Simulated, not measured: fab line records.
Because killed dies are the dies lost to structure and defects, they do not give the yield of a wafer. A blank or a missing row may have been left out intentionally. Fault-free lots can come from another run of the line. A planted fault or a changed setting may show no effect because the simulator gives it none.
8D (eight disciplines) problem report, filled in by code / flow gf180mcu / the parts of the form that need people (team, actions taken, sign-off) are left out

1. THE PROBLEM
HV_LDD_CVD_56_THK at GF_HV_LDD_THK_MEAS_57 reads a mean of 77.7 nm on 3 wafers of 1 lot; wafers without a fault read 89.9 nm with a standard deviation of 0.83. That puts it -15 standard deviations away from the usual mean.
The first sign was on wafer L403.2 at day 19 17:10, on film_metro-03. Wafers with a number at this step in the record: 36, from 12 lots. The rule behind "out" and "out of limits": a value lying over 4 standard deviations away from the usual mean. All remaining wafers that have a number are taken as sound.

2. WHAT IT IS, WHAT IT ISN'T
question=which readings at this step; is=HV_LDD_CVD_56_THK; is not=-
question=which lots; is=L403; is not=L382, L384, L385, L386, L387, L388, L389, L390, L391, L392, L396
question=which wafers of those lots; is=all that have a number; is not=-
question=read on which gauges; is=film_metro-03; is not=film_metro-01, film_metro-02
question=when; is=from day 19 17:10; is not=up to then (33 sound wafers)

3. SUSPECTS, AND WHAT RULES EACH OUT
Counting: any tool at a process step up to the reading is kept as a suspect provided that every lot that is out went through it and no sound lot did after the first of them.
- ruled out: the gauge at GF_HV_LDD_THK_MEAS_57. All the wafers that are out were read on film_metro-03, but those of them that GF_HV_LDD_ETCHBACK_58 has rows for are out there too, on other tools.
- lpcvd-02 at GF_HV_LDD_CVD_56 (deposits Si3N4 from DCS/NH3, target thk 90 nm, time 1543 s): kept. It ran the lot that is out, L403 (day 19 15:43), and no sound lot after that; its last sound lot up to then is L392 (day 16 00:52).
Left after counting: lpcvd-02 at GF_HV_LDD_CVD_56.

4. THE CAUSE (what the simulator had put in)
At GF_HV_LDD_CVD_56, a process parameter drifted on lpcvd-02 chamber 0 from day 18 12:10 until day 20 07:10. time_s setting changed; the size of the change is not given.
Counting left only this tool.

5. THE CHAIN OF EFFECTS, in route order
Rows list readings where the struck wafers' mean (over those with a number) sits beyond 3 standard deviations from the usual. Only readings whose record carries a usual standard deviation are examined. hours: median over the lots of the time between each lot's start at the first step of this table that gives one and its start at this step. sigmas: the change, counted in usual standard deviations.
hours=0; step=GF_HV_LDD_THK_MEAS_57; reading=HV_LDD_CVD_56_THK; usual=89.9 nm; on struck wafers=77.7; change=-12.2; sigmas=-15
hours=0; step=GF_HV_LDD_ETCHBACK_58; reading=oes_product_au; usual=0.842 a.u.; on struck wafers=0.783; change=-0.059; sigmas=-9.9
Its process steps:
- GF_HV_LDD_ETCHBACK_58: etches Si3N4 in CH3F/O2, stops on SiO2, time 100 s, target depth 90 nm.
At these later measuring or inspecting steps, every struck wafer for which the step has a row has a number for every such reading, and none has moved that far: GF_NSD_TW_MEAS_12, GF_CONTACT_THK_MEAS_01.

6. WHAT WOULD HAVE CAUGHT IT SOONER
29 hours passed between the start of the fault at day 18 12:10 and the first reading out of limits at a measuring or inspecting step in this record, taken at day 19 17:10.
An alarm limit of 4 standard deviations would not have fired on the tool readings at GF_HV_LDD_CVD_56 for which the record gives a usual standard deviation, since none of them was out on any struck wafer.
The start of GF_HV_LDD_CVD_56 on lpcvd-02 came by day 19 17:10 for every one of the lots that are out (1). Holding the tool at that point would not have protected any of them.
